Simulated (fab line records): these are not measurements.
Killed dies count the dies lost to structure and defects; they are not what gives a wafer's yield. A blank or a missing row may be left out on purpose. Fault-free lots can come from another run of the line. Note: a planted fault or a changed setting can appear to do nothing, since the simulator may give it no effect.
Which tool is to blame? + flow sky130 + Sampling: 12 lots, 36 wafers, 6 of 708 route steps

== WHAT THE GAUGES READ, wafer by wafer ==
SKY_LOCAL_INTERCONNECT_CD_MEAS_11: target cd 170 nm.
| lot  | measured     | on       | cdNm (nm)         |
|------|--------------|----------|-------------------|
| L777 | day 30 18:25 | cdSem-02 | 168.9 169.2 167.3 |
| L778 | day 30 23:52 | cdSem-01 | 168.6 169.0 169.8 |
| L779 | day 31 04:37 | cdSem-01 | 170.0 169.4 170.8 |
| L780 | day 31 14:53 | cdSem-01 | 169.9 169.5 171.8 |
| L783 | day 32 14:18 | cdSem-01 | 169.8 170.4 169.4 |
| L784 | day 33 08:42 | cdSem-02 | 171.6 172.6 170.4 |
| L785 | day 33 20:47 | cdSem-02 | 167.6 166.3 165.6 |
| L786 | day 33 21:45 | cdSem-01 | 170.8 169.9 170.2 |
| L790 | day 34 21:58 | cdSem-02 | 170.9 172.7 172.7 |
| L791 | day 35 10:17 | cdSem-02 | 168.2 169.5 169.3 |
| L799 | day 37 17:46 | cdSem-01 | 172.0 170.5 170.6 |
| L800 | day 37 20:37 | cdSem-02 | 169.9 169.4 170.9 |

SKY_LOCAL_INTERCONNECT_OVL_MEAS_12.
| lot  | measured     | on         | LOCAL_INTERCONNECT_OVL (nm) |
|------|--------------|------------|-----------------------------|
| L777 | day 30 18:32 | overlay-02 | -7 -9 -5                    |
| L778 | day 30 23:56 | overlay-01 | -6 -1 -5                    |
| L779 | day 31 04:44 | overlay-01 | -3 -2 -3                    |
| L780 | day 31 14:59 | overlay-01 | 3 4 -4                      |
| L783 | day 32 14:25 | overlay-01 | -8 -14 -10                  |
| L784 | day 33 08:49 | overlay-02 | -6 -4 -10                   |
| L785 | day 33 20:54 | overlay-01 | 4 8 8                       |
| L786 | day 33 21:51 | overlay-02 | 5 -1 6                      |
| L790 | day 34 22:05 | overlay-02 | 6 5 6                       |
| L791 | day 35 10:23 | overlay-02 | 9 4 10                      |
| L799 | day 37 17:53 | overlay-01 | 2 9 6                       |
| L800 | day 37 20:44 | overlay-02 | -11 -14 -13                 |

SKY_CONTACT_THK_MEAS_03.
| lot  | measured     | on           | CONTACT_HDPCVD_THK (nm) |
|------|--------------|--------------|-------------------------|
| L777 | day 30 19:47 | filmMetro-01 | 565 566 562             |
| L778 | day 31 00:55 | filmMetro-01 | 574 567 562             |
| L779 | day 31 05:47 | filmMetro-04 | 560 564 560             |
| L780 | day 31 16:13 | filmMetro-04 | 572 570 569             |
| L783 | day 32 15:19 | filmMetro-03 | 561 555 556             |
| L784 | day 33 09:46 | filmMetro-04 | 573 555 560             |
| L785 | day 33 21:49 | filmMetro-03 | 566 564 568             |
| L786 | day 33 22:46 | filmMetro-04 | 562 578 571             |
| L790 | day 34 23:04 | filmMetro-01 | 682 680 673             |
| L791 | day 35 11:19 | filmMetro-04 | 687 679 683             |
| L799 | day 37 18:47 | filmMetro-01 | 582 576 573             |
| L800 | day 37 21:45 | filmMetro-01 | 564 564 558             |

SKY_CONTACT_OVL_MEAS_15.
| lot  | measured     | on         | CONTACT_OVL (nm) |
|------|--------------|------------|------------------|
| L777 | day 31 23:33 | overlay-01 | -1 4 2           |
| L778 | day 32 04:56 | overlay-01 | 2 10 12          |
| L779 | day 32 09:50 | overlay-02 | -2 1 1           |
| L780 | day 32 20:08 | overlay-01 | -4 3 3           |
| L783 | day 33 17:39 | overlay-01 | 1 -9 -11         |
| L784 | day 34 13:21 | overlay-01 | 5 1 2            |
| L785 | day 35 01:33 | overlay-01 | -4 -1 -5         |
| L786 | day 35 02:11 | overlay-02 | 3 3 1            |
| L790 | day 36 01:51 | overlay-02 | 4 3 7            |
| L791 | day 36 13:43 | overlay-02 | 1 -7 -2          |
| L799 | day 38 20:38 | overlay-02 | 0 -1 4           |
| L800 | day 39 00:06 | overlay-01 | 10 9 14          |

== WHICH TOOL RAN EACH LOT (tool, then ch and the chambers of the sampled wafers, then the start) ==
| lot  | SKY_CONTACT_HDPCVD_02            | SKY_CONTACT_CMP_04            |
|------|----------------------------------|-------------------------------|
| L777 | hdpcvd-02 ch 1,2, day 30 19:43   | cmp-02 ch 0,2, day 30 19:53   |
| L778 | hdpcvd-01 ch 0,1,2, day 31 00:51 | cmp-02 ch 1,2,3, day 31 01:06 |
| L779 | hdpcvd-01 ch 0,1,2, day 31 05:43 | cmp-01 ch 0,2, day 31 05:54   |
| L780 | hdpcvd-01 ch 0,1,2, day 31 16:08 | cmp-01 ch 0,1,3, day 31 16:22 |
| L783 | hdpcvd-01 ch 1,2, day 32 15:15   | cmp-02 ch 0,1,3, day 32 15:26 |
| L784 | hdpcvd-02 ch 1,2, day 33 09:42   | cmp-02 ch 0,2,3, day 33 09:53 |
| L785 | hdpcvd-01 ch 0,1, day 33 21:46   | cmp-01 ch 0,1,3, day 33 21:53 |
| L786 | hdpcvd-02 ch 0,2, day 33 22:41   | cmp-02 ch 0,2,3, day 33 22:52 |
| L790 | hdpcvd-02 ch 0,2, day 34 23:00   | cmp-02 ch 0,3, day 34 23:08   |
| L791 | hdpcvd-02 ch 0,1,2, day 35 11:14 | cmp-02 ch 1,2,3, day 35 11:22 |
| L799 | hdpcvd-01 ch 0,1,2, day 37 18:43 | cmp-01 ch 0,1,2, day 37 18:54 |
| L800 | hdpcvd-02 ch 0,2, day 37 21:40   | cmp-02 ch 0,2,3, day 37 21:59 |
- SKY_CONTACT_HDPCVD_02: deposits SiO2, target thk 565 nm, time 94.2 s.
- SKY_CONTACT_CMP_04: polishes SiO2.

== AS READ BY THE TOOLS THEMSELVES (means over the sampled wafers that have a number; for cases with no such wafer, the mark the record gives instead) ==
SKY_CONTACT_HDPCVD_02.
| lot  | tool      | sih4FlowSccm (sccm) |
|------|-----------|---------------------|
| L777 | hdpcvd-02 | 60.16               |
| L778 | hdpcvd-01 | 60.00               |
| L779 | hdpcvd-01 | 59.85               |
| L780 | hdpcvd-01 | 60.11               |
| L783 | hdpcvd-01 | 60.07               |
| L784 | hdpcvd-02 | 60.09               |
| L785 | hdpcvd-01 | 60.03               |
| L786 | hdpcvd-02 | 59.89               |
| L790 | hdpcvd-02 | 72.05               |
| L791 | hdpcvd-02 | 72.13               |
| L799 | hdpcvd-01 | 60.08               |
| L800 | hdpcvd-02 | 59.99               |

SKY_CONTACT_CMP_04.
| lot  | tool   | edgeZonePressureFrac | motorCurrentA (A) | timeToEndpointS (s) |
|------|--------|----------------------|-------------------|---------------------|
| L777 | cmp-02 | 0.999                | 12.4              | 87                  |
| L778 | cmp-02 | 1.005                | 11.9              | 86                  |
| L779 | cmp-01 | 1.003                | 12.8              | 82                  |
| L780 | cmp-01 | 1.004                | 13.4              | 85                  |
| L783 | cmp-02 | 0.998                | 12.3              | 82                  |
| L784 | cmp-02 | 1.000                | 12.5              | 85                  |
| L785 | cmp-01 | 1.006                | 13.2              | 84                  |
| L786 | cmp-02 | 1.003                | 12.8              | 86                  |
| L790 | cmp-02 | 0.999                | 13.1              | 124                 |
| L791 | cmp-02 | 1.001                | 12.1              | 126                 |
| L799 | cmp-01 | 1.003                | 13.4              | 87                  |
| L800 | cmp-02 | 1.001                | 13.0              | 80                  |

== THE ANSWER, worked out from the rows above alone ==
Rule: the usual values come from the lots themselves. Put in order of their means at a reading, lots are off if they are a third of the lots or fewer, leave a main group of 4 or more, and stand apart from it by a gap of 3 or more times the standard deviation of the main group's means; of several such gaps the widest counts. If all means in a main group match to the digits the tables above print for the reading, that group is not used. Also off: a lot with no number at a reading for which 4 or more lots have one. Any other lot the step has rows for is counted as sound. Order of review: gauges by route order, followed by the tools' own readings, for which a lot's mean as printed above is used. The first step at which some lot is off is used, and at that step the reading that is off furthest; a lot without a number counts as furthest.
Off: L790, L791, at SKY_CONTACT_THK_MEAS_03 (CONTACT_HDPCVD_THK). Main group: mean 566 nm, sd 5.4.
If a tool, at a process step before that reading, ran all the lots that are off and no sound lot after the first of them, it fits. Not tried: the gauges at SKY_CONTACT_THK_MEAS_03; whatever is off there is also off at SKY_CONTACT_HDPCVD_02, on other tools, and gauge error can't account for it. None of those tried fits.

== WHAT THE SIMULATOR PUT IN ==
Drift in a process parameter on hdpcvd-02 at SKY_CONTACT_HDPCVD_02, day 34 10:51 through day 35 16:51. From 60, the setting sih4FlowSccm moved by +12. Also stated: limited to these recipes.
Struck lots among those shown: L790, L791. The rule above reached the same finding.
